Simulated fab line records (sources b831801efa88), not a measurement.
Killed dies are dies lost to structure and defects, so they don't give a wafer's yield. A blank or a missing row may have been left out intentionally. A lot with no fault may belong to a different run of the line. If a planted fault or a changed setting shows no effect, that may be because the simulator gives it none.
What tool caused it? + flow sky130 + 6 lots, 18 wafers sampled, at 2 steps of a route of 708

== WHAT EACH GAUGE READ, for each wafer ==
SKY_VIA3_RS_MEAS_22: the measuring method here is four-point-probe.
| lot  | measured     | on           | VIA3_W_RS (ohm/sq) |
|------|--------------|--------------|--------------------|
| L287 | day 40 03:41 | filmMetro-03 | 0.300 0.298 0.294  |
| L289 | day 40 16:28 | filmMetro-01 | 0.304 0.301 0.299  |
| L294 | day 42 13:58 | filmMetro-01 | 0.296 0.296 0.296  |
| L298 | day 43 18:55 | filmMetro-01 | 0.301 0.299 0.299  |
| L304 | day 44 22:43 | filmMetro-02 | 0.293 0.298 0.291  |
| L308 | day 45 22:20 | filmMetro-02 | 0.297 0.296 0.296  |

== WHAT TOOL EACH LOT RAN ON (gives the tool, then ch and the chambers of the sampled wafers, and finally the start) ==
| lot  | SKY_VIA3_CVD_21              |
|------|------------------------------|
| L287 | cvdW-02 ch 0,1, day 40 03:33 |
| L289 | cvdW-02 ch 0, day 40 16:15   |
| L294 | cvdW-01 ch 0,1, day 42 13:50 |
| L298 | cvdW-02 ch 0,1, day 43 18:46 |
| L304 | cvdW-01 ch 0,1, day 44 22:36 |
| L308 | cvdW-02 ch 0,1, day 45 22:13 |
- SKY_VIA3_CVD_21: deposits W, target thk 390 nm, time 117.31 s.

== THE ANSWER, worked out from the rows above alone ==
Rule: what is usual is taken from the lots themselves. Put in order of their means at a reading, lots are off if they are a third of the lots or fewer, leave a main group of 4 or more, and stand apart from it by a gap of 3 or more times the standard deviation of the main group's means; of several such gaps the widest counts. If all means in a main group match to the digits the tables above print for the reading, that group is not used. Also off: a lot with no number at a reading for which 4 or more lots have one. Where the step has rows for the other lots, those lots are counted as sound.
None of the lots is off at any reading shown; this tells nothing.

== WHAT THE SIMULATOR PUT IN ==
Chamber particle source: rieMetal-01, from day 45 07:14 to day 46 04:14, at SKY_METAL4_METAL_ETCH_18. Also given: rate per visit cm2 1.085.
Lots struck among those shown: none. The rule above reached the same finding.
